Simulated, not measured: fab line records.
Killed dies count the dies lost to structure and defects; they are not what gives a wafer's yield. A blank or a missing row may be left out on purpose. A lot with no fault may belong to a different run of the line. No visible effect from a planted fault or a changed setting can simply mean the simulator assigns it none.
Which tool is to blame?	flow gf180mcu	12 lots, 36 wafers sampled, at 3 steps of a route of 602

WHAT THE GAUGES SHOWED, per wafer
GF_POLY_GATE_CD_MEAS_18.
lot	measured	on	cdNm (nm)
L336	day 9 05:45	cdSem-02	281.9 284.2 284.2
L337	day 9 20:27	cdSem-02	282.4 281.5 279.9
L338	day 9 20:29	cdSem-01	283.0 282.6 282.7
L339	day 10 00:08	cdSem-02	281.1 281.6 280.0
L340	day 10 19:05	cdSem-02	280.3 281.9 279.2
L341	day 10 17:50	cdSem-01	281.2 282.6 280.6
L342	day 11 09:20	cdSem-01	279.6 280.3 281.0
L343	day 11 09:23	cdSem-02	276.4 275.9 278.9
L350	day 13 17:52	cdSem-02	282.0 278.9 281.5
L351	day 13 17:52	cdSem-01	280.6 280.4 281.1
L356	day 15 14:32	cdSem-02	278.2 277.0 278.4
L358	day 16 01:03	cdSem-02	279.3 279.2 281.2

WHICH TOOL RAN EACH LOT (tool, then ch and the chambers of the sampled wafers, then the start)
lot	GF_VT_IMPLANT_RTA_45	GF_DUAL_GATE_OXIDATION_15
L336	rtpAnneal-01 ch 0, day 7 09:16	furnace-02 ch 0, day 8 06:10
L337	rtpAnneal-02 ch 0, day 7 23:48	furnace-02 ch 0, day 8 19:02
L338	rtpAnneal-01 ch 0, day 8 00:18	furnace-01 ch 0, day 8 20:32
L339	rtpAnneal-01 ch 0, day 8 05:54	furnace-02 ch 0, day 9 01:29
L340	rtpAnneal-01 ch 0, day 8 20:39	furnace-01 ch 0, day 9 19:47
L341	rtpAnneal-02 ch 0, day 8 20:43	furnace-01 ch 0, day 9 19:47
L342	rtpAnneal-01 ch 0, day 9 12:06	furnace-02 ch 0, day 10 10:13
L343	rtpAnneal-02 ch 0, day 9 12:10	furnace-02 ch 0, day 10 10:13
L350	rtpAnneal-01 ch 0, day 11 16:18	furnace-01 ch 0, day 12 14:50
L351	rtpAnneal-02 ch 0, day 11 18:25	furnace-01 ch 0, day 12 16:23
L356	rtpAnneal-01 ch 0, day 13 11:49	furnace-02 ch 0, day 14 12:44
L358	rtpAnneal-01 ch 0, day 13 21:29	furnace-02 ch 0, day 14 22:34
- GF_VT_IMPLANT_RTA_45: time 30 s.
- GF_DUAL_GATE_OXIDATION_15: stabilise 600 s, purge 300 s, target thk 7.098 nm.

AS READ BY THE TOOLS THEMSELVES (means over the sampled wafers that have a number; for cases with no such wafer, the mark the record gives instead)
GF_VT_IMPLANT_RTA_45.
lot	tool	lampPowerPct (%)	wafer_temp_C_max
L336	rtpAnneal-01	33.7	1058.1
L337	rtpAnneal-02	36.3	1056.5
L338	rtpAnneal-01	33.7	1057.3
L339	rtpAnneal-01	33.7	1055.4
L340	rtpAnneal-01	33.7	1056.6
L341	rtpAnneal-02	36.3	1057.1
L342	rtpAnneal-01	33.7	1056.7
L343	rtpAnneal-02	36.3	1056.5
L350	rtpAnneal-01	33.7	1056.1
L351	rtpAnneal-02	36.3	1057.2
L356	rtpAnneal-01	33.7	1057.2
L358	rtpAnneal-01	33.7	1056.0

GF_DUAL_GATE_OXIDATION_15.
lot	tool	spikeTcCentreC (C)	spikeTcLowerC (C)	spikeTcUpperC (C)	tubeCenterTempC (C)	tube_center_temp_C_max
L336	furnace-02	850.7	850.7	849.9	850	852.3
L337	furnace-02	851.4	851.6	851.0	850	852.3
L338	furnace-01	851.2	851.3	850.2	850	852.2
L339	furnace-02	850.0	850.5	850.3	850	852.4
L340	furnace-01	850.4	851.3	850.2	850	852.0
L341	furnace-01	850.9	852.0	851.0	850	852.4
L342	furnace-02	849.9	851.3	850.7	850	852.3
L343	furnace-02	850.7	849.9	850.8	850	852.4
L350	furnace-01	847.6	848.8	848.0	847	849.0
L351	furnace-01	847.0	848.0	846.7	847	849.3
L356	furnace-02	850.1	850.4	850.6	850	852.2
L358	furnace-02	850.3	850.7	850.5	850	851.8

THE ANSWER, worked out from the rows above alone
Rule: usual is defined by the lots themselves. The widest of any qualifying gaps counts: lots, ordered by their means at a reading, are off when they make up no more than a third of the lots, leave a main group of 4 or more, and stand apart from it by 3 or more times the standard deviation of that group's means. A main group whose means are all the same, to the digits that the tables above print for the reading, isn't used. A lot without any number at a reading at which 4 lots or more have one is off too. All remaining lots with rows at the step are treated as sound. After the gauges, taken in route order, come the tools' own readings; for these a lot's mean is taken, as printed above. At the first step where some lot is off, the reading lying furthest off is the one used; lots without a number count as furthest.
Off at GF_DUAL_GATE_OXIDATION_15 (tube_center_temp_C_max): L350, L351. Main group: mean 852.2, sd 0.18.
A tool fits if, at that step or a process step before it, it ran every lot that is off, and no sound lot after the first of them. One fits: GF_DUAL_GATE_OXIDATION_15 on furnace-01. Its last sound lot is L340 (day 9 19:47), its first lot that is off L350 (day 12 14:50): a fault that began between those two fits.
The tool's own readings at GF_DUAL_GATE_OXIDATION_15 bear it out: on the lots that are off they differ by more than 5 times the standard deviation of the sound lots' means. spikeTcCentreC reads 847.3 C there against 850.6 C on the sound lots; spikeTcUpperC reads 847.4 C there against 850.5 C on the sound lots; tubeCenterTempC reads 847 C there against 850 C on the sound lots; tube_center_temp_C_max reads 849.1 there against 852.2 on the sound lots.

WHAT THE SIMULATOR HAD PUT IN
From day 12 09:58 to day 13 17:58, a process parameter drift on furnace-01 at GF_DUAL_GATE_OXIDATION_15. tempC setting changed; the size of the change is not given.
Lots struck among those shown: L350, L351. The rule given above showed the same thing.
